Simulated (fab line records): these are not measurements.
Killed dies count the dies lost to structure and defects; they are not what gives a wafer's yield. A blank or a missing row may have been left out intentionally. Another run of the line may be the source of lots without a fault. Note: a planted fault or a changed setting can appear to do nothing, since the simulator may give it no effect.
What tool caused it?	flow sky130	39 wafers from 13 lots sampled at 3 of the route's 708 steps

WHAT THE GAUGES READ, wafer by wafer
SKY_VT_ADJUST_HVTP_CD_MEAS_07: target cd 380 nm. Usual: cd nm at 380 nm, with a standard deviation of 3.6.
lot	measured	on	cd nm (nm)	flag
L587	day 6 02:26	cd sem-02	387 382 384	
L589	day 6 13:47	cd sem-01	383 382 382	
L590	day 6 16:29	cd sem-02	383 382 380	
L591	day 7 02:05	cd sem-02	380 378 381	
L592	day 7 11:05	cd sem-02	384 383 387	
L593	day 7 19:23	cd sem-02	380 381 380	
L597	day 8 21:25	cd sem-01	381 382 382	
L598	day 9 01:56	cd sem-02	376 375 376	
L599	day 9 11:20	cd sem-02	376 379 378	
L600	day 9 18:52	cd sem-01	379 381 378	
L602	day 10 02:44	cd sem-01	386 387 386	
L606	day 11 04:10	cd sem-02	375 378 378	
L607	day 11 06:56	cd sem-02	376 374 376	

SKY_VT_ADJUST_NCORE_CD_MEAS_07: target cd 380 nm. Usual: cd nm at 379.3 nm, with a standard deviation of 3.
lot	measured	on	cd nm (nm)	flag
L587	day 8 13:40	cd sem-01	379.5 378.4 384.1	
L589	day 9 01:35	cd sem-02	377.8 377.3 379.6	
L590	day 9 04:53	cd sem-02	374.0 378.6 377.0	
L591	day 9 17:22	cd sem-01	377.6 378.9 379.7	
L592	day 10 02:04	cd sem-02	376.7 378.9 377.6	
L593	day 10 12:38	cd sem-02	383.3 383.7 381.6	
L597	day 11 17:50	cd sem-01	375.3 375.3 375.8	
L598	day 11 22:20	cd sem-01	379.2 381.8 378.3	
L599	day 12 09:28	cd sem-02	386.9 385.2 385.8	
L600	day 12 17:50	cd sem-01	377.1 379.9 380.5	
L602	day 13 02:05	cd sem-01	381.0 381.7 379.2	
L606	day 14 07:11	cd sem-02	376.5 374.9 375.2	
L607	day 14 09:56	cd sem-02	376.1 377.5 375.4	

SKY_VT_ADJUST_NCORE_OVL_MEAS_08. Usual: VT_ADJUST_NCORE_OVL typically reads -0.5 nm, with standard deviation 1.3.
lot	measured	on	VT_ADJUST_NCORE_OVL (nm)	flag
L587	day 8 13:47	overlay-01	1.0 1.8 0.0	
L589	day 9 01:42	overlay-02	-0.5 -1.8 -0.5	
L590	day 9 05:01	overlay-02	-1.5 -2.8 0.0	
L591	day 9 17:27	overlay-02	-0.2 -1.2 -0.4	
L592	day 10 02:11	overlay-02	-4.1 -3.7 -2.1	
L593	day 10 12:46	overlay-02	-1.2 0.7 -2.3	
L597	day 11 17:56	overlay-01	-0.2 -1.3 1.2	
L598	day 11 22:27	overlay-02	-1.5 -0.2 -0.7	
L599	day 12 09:35	overlay-02	0.5 -2.5 -2.2	
L600	day 12 17:57	overlay-01	-1.7 1.2 -1.4	
L602	day 13 02:13	overlay-01	-0.9 0.2 -0.1	
L606	day 14 07:16	overlay-01	-1.3 0.9 -1.4	
L607	day 14 10:04	overlay-01	-1.0 0.0 -1.1	

WHAT TOOL EACH LOT RAN ON (gives the tool, then ch and the chambers of the sampled wafers, and finally the start)
There is no process step in the record ahead of these readings.

WHAT THE TOOLS THEMSELVES READ (means of the sampled wafers that have a number; where no wafer has one, the mark that the record gives instead)
The record holds no such reading with a usual standard deviation.

THE ANSWER, worked out from the rows above alone
Rule: a lot is off if the mean of its wafers that have a number lies more than 3 standard deviations from the usual mean. Also off: a lot with no number at a reading for which 4 or more lots have one. Where the step has rows for the other lots, those lots are counted as sound. After the gauges, taken in route order, come the tools' own readings; for these a lot's mean is taken, as printed above. The first step at which some lot is off is used, and at that step the reading that is off furthest; a lot without a number counts as furthest.
No lot is off on any of the readings shown, so nothing can be concluded from this.

WHAT WAS PUT IN BY THE SIMULATOR
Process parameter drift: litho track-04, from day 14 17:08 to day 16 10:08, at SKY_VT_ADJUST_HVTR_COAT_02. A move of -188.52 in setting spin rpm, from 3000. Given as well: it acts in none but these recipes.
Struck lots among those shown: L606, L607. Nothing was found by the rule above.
